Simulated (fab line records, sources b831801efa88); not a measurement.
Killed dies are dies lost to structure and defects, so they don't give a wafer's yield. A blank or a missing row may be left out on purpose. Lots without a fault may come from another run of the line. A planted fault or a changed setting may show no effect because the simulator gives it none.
fab line records | flow gf180mcu | part 2 of 2: steps 26 to 34 of 34
record lots=5 wafers=15 last_day=34
route steps=602 shown MVSD@70 MVPSD@78 VT_IMPLANT@90
lots that met no fault: from a run of the same line without faults
start_h: hours from the record's first day to the start of the lot's first wafer shown | wait_h: hours since the lot's step before | " the same as in the row above | L1.1+2: a row that stands for several wafers | - no value, or no start given | * or withheld: withheld | < > ~ a bound
route shown NAME@n: a module of which the file shows steps, and the number in the route of the first | usual: mean/standard deviation of fault-free wafers | same: alike in all rows | chamber/n: place in a boat | sites: the reading at each site | _std_site: their standard deviation | _edge_site: outer sites' mean less inner sites' | radius_mm: how far each site lies from the wafer's centre | mask NAME#n: copy n | behind: the tool/chamber that last shaped the wafer | hold: why the lot was held/for how many hours/how that ended | device: the transistor (n, p or np) that didn't switch | end of line: the same wafers' tests at the end of the route | a step without rows: its recipe alone | killed: dies lost to structure and defects at the first sort, not the wafer's yield | map: a wafer's dies, x killed, . not, _ none there
set.NAME: the setting as run; set.NAME@STEP: as run at that earlier step | model.NAME: the simulator's own value behind a step, which no gauge read
lots at some steps of the route; a table a step, a row a wafer
services: from which hour (start_h, from the record's first day; less than 0 if before it) a tool's chamber was out of use, for how many hours, and why
## steps
# step GF_VT_IMPLANT_PEB_05
# recipe temp_c=withheld time_s=* resist=NOVOLAK
# usual resist_line_temp_C=*
# columns lot.wafer tool chamber start_h wait_h resist_line_temp_C
L075.1 litho_track-04 0 - - *
L075.4 " 0 " " *
L075.5 " 0 " " *
L084.3 litho_track-02 0 - - *
L084.4 " 0 " " *
L084.6 " 0 " " *
L085.1 litho_track-01 0 - - *
L085.3 " 0 " " *
L085.5 " 0 " " *
L086.3 litho_track-01 0 - - *
L086.5 " 0 " " *
L086.6 " 0 " " *
L097.3 litho_track-04 0 - - *
L097.5 " 0 " " *
L097.6 " 0 " " *
# step GF_VT_IMPLANT_DEVELOP_06
# recipe develop_time_s=60 dev_temp_c=23
# usual developer_temp_C=22.99/0.11 resist_line_temp_C=23.01/0.11
# columns lot.wafer tool chamber start_h wait_h developer_temp_C resist_line_temp_C
L075.1 litho_track-04 0 117.22 0.1 23.05 22.82
L075.4 " 0 " " 23.03 22.94
L075.5 " 0 " " 23.12 22.82
L084.3 litho_track-02 0 172.64 0.1 23.05 22.86
L084.4 " 0 " " 23.16 23.03
L084.6 " 0 " " 23.10 22.95
L085.1 litho_track-01 0 179.08 0.1 23.11 22.89
L085.3 " 0 " " 22.72 22.93
L085.5 " 0 " " 23.19 22.97
L086.3 litho_track-01 0 185.33 0.1 22.87 23.07
L086.5 " 0 " " 23.06 22.91
L086.6 " 0 " " 22.95 22.91
L097.3 litho_track-04 0 258.27 0.1 22.83 23.08
L097.5 " 0 " " 22.85 23.07
L097.6 " 0 " " 22.92 23.04
# step GF_VT_IMPLANT_OVL_MEAS_07
# usual VT_IMPLANT_OVL=-0.3/1.3
# columns lot.wafer tool chamber start_h wait_h VT_IMPLANT_OVL[nm]
L075.1 overlay-02 - 117.37 0.1 1.1
L075.4 " - " " -0.1
L075.5 " - " " -0.7
L084.3 overlay-02 - 172.75 0.1 -0.1
L084.4 " - " " -0.4
L084.6 " - " " -0.9
L085.1 overlay-01 - 179.23 0.1 -1.8
L085.3 " - " " -1.0
L085.5 " - " " -0.8
L086.3 overlay-02 - 185.44 0.1 -0.2
L086.5 " - " " -0.9
L086.6 " - " " -1.1
L097.3 overlay-01 - 258.38 0.1 2.0
L097.5 " - " " 1.2
L097.6 " - " " 1.6
# step GF_VT_IMPLANT_IMPLANT_08
# recipe species=BF2 energy_kev=20 dose_cm2=8.29e+12 tilt_deg=7
# usual end_station_pressure_torr=5.05e-06/2.8e-07
# same implant_ion_amu=49
# columns lot.wafer tool chamber start_h wait_h end_station_pressure_torr
L075.1 implanter-04 0 117.41 0.0 5.25e-06
L075.4 " 0 " " 5.28e-06
L075.5 " 0 " " 5.4e-06
L084.3 implanter-02 0 172.82 0.1 5.14e-06
L084.4 " 0 " " 4.7e-06
L084.6 " 0 " " 4.76e-06
L085.1 implanter-01 0 179.26 0.0 4.96e-06
L085.3 " 0 " " 4.77e-06
L085.5 " 0 " " 4.7e-06
L086.3 implanter-01 0 185.51 0.1 5.07e-06
L086.5 " 0 " " 5.23e-06
L086.6 " 0 " " 4.94e-06
L097.3 implanter-02 0 258.46 0.1 5.07e-06
L097.5 " 0 " " 5.06e-06
L097.6 " 0 " " 5.22e-06
# step GF_VT_IMPLANT_STRIP_09
# recipe chemistry=O2/N2 power_w=1400 pressure_mtorr=1500 platen_temp_c=250 o2_flow_sccm=3000 n2_flow_sccm=300 overash_fraction=0.5
# usual drypump_motor_current_A=5.7/0.44 heater_power_w=340/25 o2_flow_sccm=3000/9 oes_product_au=0.715/0.0046 strip_time_to_endpoint_s=12.63/0.03
# columns lot.wafer tool chamber start_h wait_h drypump_motor_current_A heater_power_w o2_flow_sccm oes_product_au rf_hours_counter_h strip_time_to_endpoint_s
L075.1 plasma_asher-04 1 117.56 0.1 5.4 370 2991 0.717 49 12.57
L075.4 " 1 " " 5.4 365 2986 0.718 - 12.61
L075.5 " 1 " " 5.3 365 3004 0.711 - 12.60
L084.3 plasma_asher-01 1 172.96 0.1 6.0 347 3010 0.721 - 12.65
L084.4 " 0 " " 5.9 301 2998 0.725 - 12.64
L084.6 " 1 " " 6.0 347 2990 0.717 - 12.65
L085.1 plasma_asher-03 1 179.41 0.1 5.4 361 3020 0.712 55 12.63
L085.3 " 0 " " 6.5 309 2994 0.719 - 12.64
L085.5 " 1 " " 5.4 352 3004 0.717 - 12.61
L086.3 plasma_asher-01 0 185.65 0.1 5.8 306 3012 0.715 - 12.65
L086.5 " 0 " " 5.8 300 3002 0.712 - 12.64
L086.6 " 1 " " 6.0 345 2983 0.714 - 12.66
L097.3 plasma_asher-04 1 258.59 0.1 5.3 363 2988 0.724 - 12.60
L097.5 " 1 " " 5.3 371 3007 0.712 - 12.62
L097.6 " 0 " " 5.3 348 2998 0.716 - 12.61
# step GF_VT_IMPLANT_TW_MEAS_10
# usual VT_IMPLANT_TW=560/7.1
# columns lot.wafer tool chamber start_h wait_h VT_IMPLANT_TW
L075.1 film_metro-03 - 117.66 0.1 555
L075.4 " - " " 551
L075.5 " - " " 555
L084.3 film_metro-03 - 173.04 0.1 551
L084.4 " - " " 552
L084.6 " - " " 552
L085.1 film_metro-04 - 179.51 0.1 565
L085.3 " - " " 566
L085.5 " - " " 572
L086.3 film_metro-03 - 185.73 0.1 553
L086.5 " - " " 551
L086.6 " - " " 548
L097.3 film_metro-03 - 258.68 0.1 557
L097.5 " - " " 556
L097.6 " - " " 553
# step GF_VT_IMPLANT_DEHYDRATE_11
# recipe temp_c=200 time_s=60
# usual resist_line_temp_C=22.99/0.1
# columns lot.wafer tool chamber start_h wait_h resist_line_temp_C
L075.1 litho_track-04 0 124.72 7.1 23.00
L075.4 " 0 " " 23.13
L075.5 " 0 " " 22.79
L084.3 litho_track-01 0 180.53 7.5 22.89
L084.4 " 0 " " 22.93
L084.6 " 0 " " 23.05
L085.1 litho_track-04 0 187.52 8.0 23.08
L085.3 " 0 " " 23.08
L085.5 " 0 " " 22.97
L086.3 litho_track-02 0 193.24 7.5 23.02
L086.5 " 0 " " 23.03
L086.6 " 0 " " 22.90
L097.3 litho_track-01 0 267.08 8.4 22.96
L097.5 " 0 " " 23.02
L097.6 " 0 " " 23.04
# step GF_VT_IMPLANT_HMDS_12
# recipe prime_time_s=60 prime_temp_c=120
# usual resist_line_temp_C=22.99/0.11
# columns lot.wafer tool chamber start_h wait_h resist_line_temp_C
L075.1 litho_track-04 0 124.87 0.1 22.92
L075.4 " 0 " " 22.98
L075.5 " 0 " " 22.97
L084.3 litho_track-01 0 180.68 0.1 22.93
L084.4 " 0 " " 22.91
L084.6 " 0 " " 22.80
L085.1 litho_track-04 0 187.67 0.1 22.90
L085.3 " 0 " " 23.00
L085.5 " 0 " " 22.99
L086.3 litho_track-02 0 193.39 0.1 22.94
L086.5 " 0 " " 22.92
L086.6 " 0 " " 23.01
L097.3 litho_track-01 0 267.23 0.1 22.97
L097.5 " 0 " " 23.05
L097.6 " 0 " " 23.08
# step GF_VT_IMPLANT_COAT_13
# recipe resist=NOVOLAK spin_rpm=3000 resist_thk_nm=1000
# usual resist_line_temp_C=23.00/0.12
# columns lot.wafer tool chamber start_h wait_h resist_line_temp_C
L075.1 litho_track-04 0 125.02 0.1 23.15
L075.4 " 0 " " 23.15
L075.5 " 0 " " 22.97
L084.3 litho_track-01 0 180.83 0.1 22.98
L084.4 " 0 " " 23.28
L084.6 " 0 " " 23.27
L085.1 litho_track-04 0 187.82 0.1 22.95
L085.3 " 0 " " 23.02
L085.5 " 0 " " 22.95
L086.3 litho_track-02 0 193.54 0.1 22.98
L086.5 " 0 " " 23.05
L086.6 " 0 " " 22.91
L097.3 litho_track-01 0 267.38 0.1 23.10
L097.5 " 0 " " 23.04
L097.6 " 0 " " 22.83
## services
# columns tool chamber start_h hours kind
plasma_asher-02 - 77.02 4.6 repair
iline_stepper-01 - 77.14 9.9 repair
implanter-03 - 87.14 5.9 pm
iline_stepper-01 - 92.77 1.4 repair
implanter-04 - 106.91 2.8 pm
iline_stepper-01 - 107.37 8.0 repair
plasma_asher-01 - 108.75 9.0 pm
implanter-02 - 116.60 1.9 repair
plasma_asher-02 - 135.56 7.0 repair
iline_stepper-02 - 171.89 0.6 repair
iline_stepper-02 - 176.73 1.7 pm
iline_stepper-01 - 183.18 1.7 pm
iline_stepper-01 - 195.98 5.8 repair
plasma_asher-03 - 202.40 1.5 repair
implanter-02 - 206.20 6.4 repair
plasma_asher-02 - 208.53 2.8 pm
implanter-04 - 210.17 1.8 repair
plasma_asher-04 - 215.03 1.8 repair
iline_stepper-02 - 218.52 4.8 repair
implanter-03 - 226.15 8.5 repair
implanter-02 - 227.25 7.3 pm
implanter-04 - 247.15 6.3 repair
implanter-03 - 255.84 2.9 repair
implanter-03 - 266.04 1.8 repair
